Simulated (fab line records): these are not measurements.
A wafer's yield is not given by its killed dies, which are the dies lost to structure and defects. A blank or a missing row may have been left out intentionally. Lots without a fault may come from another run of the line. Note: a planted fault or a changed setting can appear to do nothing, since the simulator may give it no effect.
Matching of chambers    flow sky130    rie diel-03 running SKY_POLY_GATE_ETCH_16: 4 sister chambers
The step etches Si3N4 in CH3F/O2, stops on poly-Si, time 147.5 s, target depth 75 nm. 14 wafers are shown with their chamber, then 7 later ones without.

WAFERS PAIRED WITH THEIR CHAMBERS
wafer   chamber  drypump motor current A (A)  chamber pressure mTorr (mTorr)  oes product au (a.u.)
L836.3  3        4.9                          24.988                          0.642
L836.5  3        5.0                          24.982                          0.637
L836.6  1        6.2                          24.999                          0.643
L838.1  2        5.8                          24.998                          0.640
L838.2  0        6.7                          25.006                          0.644
L838.3  3        4.9                          25.002                          0.655
L840.1  1        6.2                          24.991                          0.635
L840.2  2        5.9                          25.065                          0.646
L840.3  3        4.9                          25.003                          0.650
L846.2  2        5.9                          25.003                          0.637
L846.3  3        4.9                          25.001                          0.634
L846.5  3        4.9                          25.005                          0.646
L848.1  0        6.8                          24.988                          0.635
L848.2  3        4.9                          25.025                          0.644

SIGNATURES (means of the wafers above)
reading                  chamber 0  chamber 1  chamber 2  chamber 3  scatter within a chamber
drypump motor current A  6.750      6.200      5.867      4.914      0.045
chamber pressure mTorr   24.99700   24.99500   25.02200   25.00086   0.0203
oes product au           0.63950    0.63900    0.64100    0.64400    0.00655
Rule: a wafer lies at a distance from a chamber equal to the root of the sum of squares, over the readings, of (its reading less the chamber's mean, divided by the reading's scatter). If the next closest chamber is less than 2 further off than the closest, the wafer can't be placed; otherwise it belongs to the closest. The scatter: the root of (the sum of the squares of (reading less its chamber's mean) over the shown wafers, divided by (wafers less chambers)).

WAFERS WITHOUT THEIR CHAMBER
wafer   drypump motor current A (A)  chamber pressure mTorr (mTorr)  oes product au (a.u.)
L848.4  5.9                          25.027                          0.641
L855.4  5.9                          24.973                          0.633
L855.5  6.7                          24.967                          0.639
L855.6  6.2                          25.008                          0.636
L856.1  5.9                          24.969                          0.636
L856.3  6.7                          24.981                          0.634
L856.5  6.2                          24.992                          0.624

WHICH CHAMBER EACH ONE RAN IN
wafer   from the rows above  in truth
L848.4  2                    2
L855.4  2                    2
L855.5  0                    0
L855.6  1                    1
L856.1  2                    2
L856.3  0                    0
L856.5  1                    1
Correctly placed: 7 of 7. Left unplaced by these rows: 0. Number placed wrongly: 0.
